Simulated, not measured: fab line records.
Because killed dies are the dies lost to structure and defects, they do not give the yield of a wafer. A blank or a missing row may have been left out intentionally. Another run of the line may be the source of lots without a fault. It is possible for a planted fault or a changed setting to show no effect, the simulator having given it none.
Struck lot and sound lot, side by side -- flow sky130 -- 22 steps out of a route of 708
Sound: the wafers L497.2, L497.3, L497.5. Struck: wafers L517.3, L517.5, L517.6. The cause comes at the end.
For every step that has rows: the tool of each side, followed by ch and its chambers, followed by its first start. Under that, the readings that differ: sound wafers -- struck wafers -- difference of the means -- sigmas: that difference in standard deviations of wafers without a fault.
alike: readings whose means differ by less than 2 such deviations, and words and numbers that are the same on both sides. not compared: withheld readings, readings that some wafer has no value for, bounds like >300 that may hide the same value, and numbers for which the record gives no deviation and whose values overlap.
A row with sigmas, a row that says differs or no value, or rows on one side alone: a step with any of these is where the two part. Numbers that don't overlap but have no deviation are shown without sigmas and don't part them. A reading that every wafer of one side lacks parts them only if that side has two wafers or more.

first, 6 steps without rows for these wafers: SKY_VT_ADJUST_LVTN_HMDS_01 (prime time 60 s); SKY_VT_ADJUST_LVTN_COAT_02 (resist thk 3000 nm); SKY_VT_ADJUST_LVTN_SOFTBAKE_03; SKY_VT_ADJUST_LVTN_EXPOSE_04 (exposes mask NWM COMPLEMENT LESS NATIVE, target cd 840 nm); SKY_VT_ADJUST_LVTN_PEB_05; SKY_VT_ADJUST_LVTN_DEVELOP_06 (develop time 60 s).
SKY_VT_ADJUST_LVTN_OVL_MEAS_07:
  struck on overlay-01, day 12 19:31; sound on overlay-02, day 8 05:41
  alike: VT_ADJUST_LVTN_OVL
after that, 1 step had no rows for these wafers: SKY_VT_ADJUST_LVTN_IMPLANT_08.
SKY_VT_ADJUST_LVTN_STRIP_09: strips in O2/N2.
  sound on plasmaAsher-03 ch 0,1, day 8 05:52; struck on plasmaAsher-02 ch 0,1, day 12 19:44
reading,sound,struck,difference,sigmas
drypumpMotorCurrentA (A),6.5 6.5 6.1,5.6 5.6 5.6,-0.8,-2
  alike: oesProductAu, stripTimeToEndpointS
  not compared: rfHoursCounterH
SKY_VT_ADJUST_LVTN_TW_MEAS_10:
  struck on filmMetro-02, day 12 19:49; sound on filmMetro-04, day 8 05:58
  alike: VT_ADJUST_LVTN_TW
then, 2 steps without rows for these wafers: SKY_VT_ADJUST_LVTN_DEHYDRATE_11 (time 60 s); SKY_VT_ADJUST_LVTN_HMDS_12 (prime time 60 s).
SKY_VT_ADJUST_LVTN_COAT_13: resist thk 1140 nm.
  sound on lithoTrack-02 ch 0, day 8 15:12; struck on lithoTrack-02 ch 0, day 13 08:31
reading,sound,struck,difference,sigmas
spinSpeedRpm (rpm),2997.3 3001.6 3002.2,3140.3 3140.7 3138.2,+139.4,+73
model.NOVOLAK_of_VT_ADJUST_LVTN_COAT_13.thkNm (nm),1141 1143 1139,1116 1118 1115,-25,
  alike: chillPlateTempC, exhaustPa
then, 3 steps without rows for these wafers: SKY_VT_ADJUST_LVTN_SOFTBAKE_14 (time 60 s); SKY_VT_ADJUST_LVTN_EXPOSE_15 (exposes mask HVN STD DERIVED, target cd 600 nm); SKY_VT_ADJUST_LVTN_PEB_16.
SKY_VT_ADJUST_LVTN_DEVELOP_17: develop time 60 s.
  sound on lithoTrack-03 ch 0, day 9 01:38; struck on lithoTrack-03 ch 0, day 13 20:28
reading,sound,struck,difference,sigmas
model.NOVOLAK_of_VT_ADJUST_LVTN_COAT_13.thkNm (nm),1140 1143 1139,1116 1117 1114,-25,
  alike: chillPlateTempC, exhaustPa
SKY_VT_ADJUST_LVTN_OVL_MEAS_18:
  struck on overlay-02, day 13 20:34; sound on overlay-02, day 9 01:46
  alike: VT_ADJUST_LVTN_01_OVL
after that, 1 step had no rows for these wafers: SKY_VT_ADJUST_LVTN_IMPLANT_19.
SKY_VT_ADJUST_LVTN_STRIP_20: strips in O2/N2.
  sound on plasmaAsher-01 ch 0,1, day 9 01:56; struck on plasmaAsher-03 ch 0,1, day 13 20:47
reading,sound,struck,difference,sigmas
stripTimeToEndpointS (s),14.19 14.22 14.15,13.89 13.91 13.88,-0.29,-9
  alike: drypumpMotorCurrentA, oesProductAu
  not compared: rfHoursCounterH
SKY_VT_ADJUST_LVTN_TW_MEAS_21:
  struck on filmMetro-02, day 13 20:52; sound on filmMetro-03, day 9 02:03
reading,sound,struck,difference,sigmas
VT_ADJUST_LVTN_2_TW,187.7 186.5 187.3,190.7 191.6 192.2,+4.3,+2
-- record jumps: 37 days separate the struck wafers' starts on either side; left off in module VT_ADJUST_LVTN, taken up again in module PAD_OPEN, whose first shown step is the route's number 708 --
SKY_PAD_OPEN_PROBE_99:
  only the struck wafers here have rows in the record (prober-01, day 50 22:44); the sound ones have none

## WHERE THEY PART
Earliest at SKY_VT_ADJUST_LVTN_STRIP_09; latest, in this record, at SKY_PAD_OPEN_PROBE_99.

WHY: what the simulator had put in
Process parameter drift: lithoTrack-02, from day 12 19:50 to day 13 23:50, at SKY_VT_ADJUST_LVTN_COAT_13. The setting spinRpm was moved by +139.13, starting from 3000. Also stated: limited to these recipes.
